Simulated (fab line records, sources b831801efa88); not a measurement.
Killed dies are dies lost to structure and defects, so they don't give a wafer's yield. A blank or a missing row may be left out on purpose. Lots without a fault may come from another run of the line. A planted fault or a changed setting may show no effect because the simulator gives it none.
Which tool did it? | flow sky130 | 24 lots, 72 wafers sampled, at 5 steps of a route of 708

WHAT THE GAUGES READ, wafer by wafer
SKY_FIELD_ISO_THK_MEAS_02.
lot  | measured    | on            | FIELD_ISO_OXIDATION_00_THK (nm)
L074 | day 1 11:38 | film_metro-03 | 12.05 12.02 11.84
L075 | day 1 16:47 | film_metro-03 | 11.74 12.15 11.82
L076 | day 1 21:46 | film_metro-04 | 12.30 12.21 12.13
L077 | day 2 02:48 | film_metro-03 | 11.96 11.65 11.79
L078 | day 2 07:44 | film_metro-01 | 11.74 11.65 11.89
L079 | day 2 14:41 | film_metro-04 | 11.78 11.87 11.74
L080 | day 2 19:03 | film_metro-04 | 11.95 11.96 12.07
L081 | day 2 23:28 | film_metro-03 | 11.97 11.76 11.69
L082 | day 3 04:55 | film_metro-03 | 11.60 11.88 11.49
L083 | day 3 09:01 | film_metro-04 | 12.01 12.06 12.21
L084 | day 3 13:38 | film_metro-03 | 11.78 11.67 11.96
L085 | day 3 18:39 | film_metro-01 | 12.03 11.87 11.96
L086 | day 3 23:38 | film_metro-04 | 11.65 11.64 11.77
L087 | day 4 04:46 | film_metro-04 | 12.07 12.15 12.00
L088 | day 4 09:40 | film_metro-03 | 11.70 12.04 11.90
L089 | day 4 14:38 | film_metro-03 | 12.05 12.18 11.94
L090 | day 4 19:38 | film_metro-03 | 11.75 11.86 12.07
L091 | day 5 00:39 | film_metro-01 | 11.82 12.03 11.93
L092 | day 5 06:19 | film_metro-01 | 11.68 11.77 11.53
L093 | day 5 11:11 | film_metro-03 | 11.84 11.50 11.56
L094 | day 5 16:25 | film_metro-01 | 11.44 11.55 11.81
L095 | day 5 20:50 | film_metro-04 | 12.32 12.40 12.28
L096 | day 6 02:53 | film_metro-01 | 12.27 12.13 12.03
L097 | day 6 09:32 | film_metro-01 | 12.00 11.98 11.95

SKY_LOCAL_INTERCONNECT_OVL_MEAS_12.
lot  | measured     | on         | LOCAL_INTERCONNECT_OVL (nm)
L074 | day 30 05:05 | overlay-02 | -2 3 -2
L075 | day 30 13:50 | overlay-01 | -8 -4 -1
L076 | day 31 06:09 | overlay-02 | -2 -6 -4
L077 | day 31 10:27 | overlay-01 | -3 -5 -9
L078 | day 32 04:25 | overlay-01 | -6 -1 -9
L079 | day 32 05:58 | overlay-02 | -10 -8 -8
L080 | day 32 14:12 | overlay-02 | 6 -3 8
L081 | day 32 15:31 | overlay-01 | 7 4 10
L082 | day 32 23:13 | overlay-02 | 8 -1 5
L083 | day 33 04:39 | overlay-02 | -3 -9 -9
L084 | day 33 10:53 | overlay-01 | 4 1 4
L085 | day 33 21:48 | overlay-02 | -2 -6 -6
L086 | day 34 03:04 | overlay-02 | -5 -5 2
L087 | day 34 09:30 | overlay-02 | -8 -11 -6
L088 | day 34 19:38 | overlay-01 | -8 -13 -2
L089 | day 35 01:32 | overlay-01 | -5 1 -8
L090 | day 36 00:31 | overlay-02 | -4 -7 -6
L091 | day 36 15:32 | overlay-01 | -2 -6 -1
L092 | day 36 13:05 | overlay-02 | -4 -1 1
L093 | day 36 20:44 | overlay-02 | -8 -5 -7
L094 | day 36 18:56 | overlay-02 | -8 -6 -1
L095 | day 37 00:59 | overlay-01 | -8 -5 -7
L096 | day 37 05:52 | overlay-01 | -3 -3 -4
L097 | day 37 17:35 | overlay-02 | 8 9 3

SKY_VIA4_RS_MEAS_19: measures by four-point-probe.
lot  | measured     | on            | VIA4_W_RS (ohm/sq)
L074 | day 42 19:41 | film_metro-01 | 0.2269 0.2267 0.2318
L075 | day 42 23:58 | film_metro-03 | 0.2262 0.2251 0.2253
L076 | day 43 11:48 | film_metro-04 | 0.2262 0.2275 0.2280
L077 | day 43 20:06 | film_metro-03 | 0.2239 0.2260 0.2256
L078 | day 44 08:29 | film_metro-01 | 0.2268 0.2263 0.2246
L079 | day 44 14:22 | film_metro-03 | 0.2229 0.2241 0.2242
L080 | day 44 18:23 | film_metro-01 | 0.2269 0.2237 0.2271
L081 | day 44 18:39 | film_metro-04 | 0.2269 0.2254 0.2253
L082 | day 45 00:55 | film_metro-03 | 0.2238 0.2243 0.2245
L083 | day 45 04:52 | film_metro-04 | 0.2290 0.2263 0.2267
L084 | day 45 12:17 | film_metro-04 | 0.2270 0.2257 0.2267
L085 | day 45 20:59 | film_metro-01 | 0.2244 0.2259 0.2249
L086 | day 45 23:35 | film_metro-03 | 0.2260 0.2249 0.2258
L087 | day 46 03:26 | film_metro-04 | 0.2241 0.2262 0.2242
L088 | day 46 14:01 | film_metro-03 | 0.2256 0.2291 0.2257
L089 | day 46 17:08 | film_metro-01 | 0.2243 0.2227 0.2246
L090 | day 47 09:25 | film_metro-03 | 0.2220 0.2288 0.2242
L091 | day 47 21:53 | film_metro-04 | 0.2250 0.2266 0.2255
L092 | day 47 21:31 | film_metro-01 | 0.2230 0.2246 0.2245
L093 | day 48 03:56 | film_metro-01 | 0.2263 0.2242 0.2250
L094 | day 47 23:14 | film_metro-03 | 0.2259 0.2287 0.2261
L095 | day 48 07:01 | film_metro-03 | 0.2278 0.2249 0.2262
L096 | day 48 09:40 | film_metro-01 | 0.2225 0.2213 0.2256
L097 | day 48 18:17 | film_metro-01 | 0.2239 0.2247 0.2266

SKY_METAL5_RS_MEAS_05: measures by four-point-probe.
lot  | measured     | on            | METAL5_ALCU_RS (ohm/sq)
L074 | day 42 20:20 | film_metro-04 | 0.02701 0.02704 0.02702
L075 | day 43 00:40 | film_metro-04 | 0.02712 0.02729 0.02747
L076 | day 43 12:26 | film_metro-01 | 0.02687 0.02709 0.02697
L077 | day 43 20:45 | film_metro-02 | 0.02708 0.02665 0.02677
L078 | day 44 09:08 | film_metro-01 | 0.02708 0.02704 0.02704
L079 | day 44 15:01 | film_metro-02 | 0.02686 0.0269 0.02698
L080 | day 44 19:10 | film_metro-04 | 0.02726 0.02718 0.02718
L081 | day 44 19:19 | film_metro-02 | 0.02709 0.02675 0.02711
L082 | day 45 01:34 | film_metro-02 | 0.02736 0.02725 0.02726
L083 | day 45 05:31 | film_metro-01 | 0.027 0.0272 0.02698
L084 | day 45 12:56 | film_metro-01 | 0.02615 0.02664 0.02657
L085 | day 45 21:38 | film_metro-01 | 0.02661 0.02695 0.02657
L086 | day 46 00:22 | film_metro-02 | 0.02684 0.0269 0.02708
L087 | day 46 04:13 | film_metro-01 | 0.0271 0.02669 0.02716
L088 | day 46 14:40 | film_metro-01 | 0.02695 0.02691 0.02675
L089 | day 46 17:47 | film_metro-02 | 0.02685 0.02676 0.0271
L090 | day 47 10:08 | film_metro-04 | 0.02678 0.02692 0.02669
L091 | day 47 22:41 | film_metro-02 | 0.02663 0.02719 0.0269
L092 | day 47 22:23 | film_metro-04 | 0.02691 0.02646 0.02691
L093 | day 48 04:35 | film_metro-02 | 0.027 0.02688 0.02679
L094 | day 47 23:53 | film_metro-02 | 0.02705 0.02731 0.02742
L095 | day 48 07:55 | film_metro-04 | 0.02693 0.02686 0.02687
L096 | day 48 10:19 | film_metro-02 | 0.02672 0.02678 0.02686
L097 | day 48 19:05 | film_metro-01 | 0.02692 0.02659 0.02724

WHICH TOOL RAN EACH LOT (tool, then ch and the chambers of the sampled wafers, then the start)
lot  | SKY_CONTACT_SPUTTER_23
L074 | pvd_sputter-04, day 31 11:43
L075 | pvd_sputter-04, day 31 20:12
L076 | pvd_sputter-04, day 32 12:26
L077 | pvd_sputter-03, day 32 16:23
L078 | pvd_sputter-02, day 33 09:43
L079 | pvd_sputter-03, day 33 11:27
L080 | pvd_sputter-03, day 33 18:32
L081 | pvd_sputter-02, day 33 20:55
L082 | pvd_sputter-03, day 34 04:34
L083 | pvd_sputter-04, day 34 10:08
L084 | pvd_sputter-03, day 34 14:55
L085 | pvd_sputter-02, day 35 02:39
L086 | pvd_sputter-02, day 35 07:59
L087 | pvd_sputter-04, day 35 13:47
L088 | pvd_sputter-04, day 36 00:13
L089 | pvd_sputter-02, day 36 05:41
L090 | pvd_sputter-02, day 37 04:47
L091 | pvd_sputter-04, day 37 19:36
L092 | pvd_sputter-02, day 37 17:23
L093 | pvd_sputter-02, day 38 01:40
L094 | pvd_sputter-04, day 37 22:47
L095 | pvd_sputter-03, day 38 05:19
L096 | pvd_sputter-04, day 38 09:59
L097 | pvd_sputter-03, day 38 20:44
- SKY_CONTACT_SPUTTER_23: material TiN, target thk 20 nm, time 80 s.

WHAT THE TOOLS THEMSELVES READ (means of the sampled wafers that have a number; where no wafer has one, the mark that the record gives instead)
SKY_CONTACT_SPUTTER_23.
lot  | tool           | throttle_valve_pct (%)
L074 | pvd_sputter-04 | 31.0
L075 | pvd_sputter-04 | 30.5
L076 | pvd_sputter-04 | 31.1
L077 | pvd_sputter-03 | 30.5
L078 | pvd_sputter-02 | 30.1
L079 | pvd_sputter-03 | 30.7
L080 | pvd_sputter-03 | 30.3
L081 | pvd_sputter-02 | 30.3
L082 | pvd_sputter-03 | 30.6
L083 | pvd_sputter-04 | 30.3
L084 | pvd_sputter-03 | 30.7
L085 | pvd_sputter-02 | 29.9
L086 | pvd_sputter-02 | 30.4
L087 | pvd_sputter-04 | 30.4
L088 | pvd_sputter-04 | 30.7
L089 | pvd_sputter-02 | 29.8
L090 | pvd_sputter-02 | 30.1
L091 | pvd_sputter-04 | 31.6
L092 | pvd_sputter-02 | 30.1
L093 | pvd_sputter-02 | 30.5
L094 | pvd_sputter-04 | 30.7
L095 | pvd_sputter-03 | 30.5
L096 | pvd_sputter-04 | 31.8
L097 | pvd_sputter-03 | 30.3

THE ANSWER, worked out from the rows above alone
Rule: what is usual is taken from the lots themselves. Put in order of their means at a reading, lots are off if they are a third of the lots or fewer, leave a main group of 4 or more, and stand apart from it by a gap of 3 or more times the standard deviation of the main group's means; of several such gaps the widest counts. A main group whose means are all the same, to the digits that the tables above print for the reading, isn't used. A lot without any number at a reading at which 4 lots or more have one is off too. The other lots that the step has rows for count as sound. The gauges are gone through in route order, then the tools' own readings, and for those a lot's mean is taken as printed above. The first step at which some lot is off is used, and at that step the reading that is off furthest; a lot without a number counts as furthest.
No lot is off at any reading shown: from this, nothing can be told.

WHAT THE SIMULATOR HAD PUT IN
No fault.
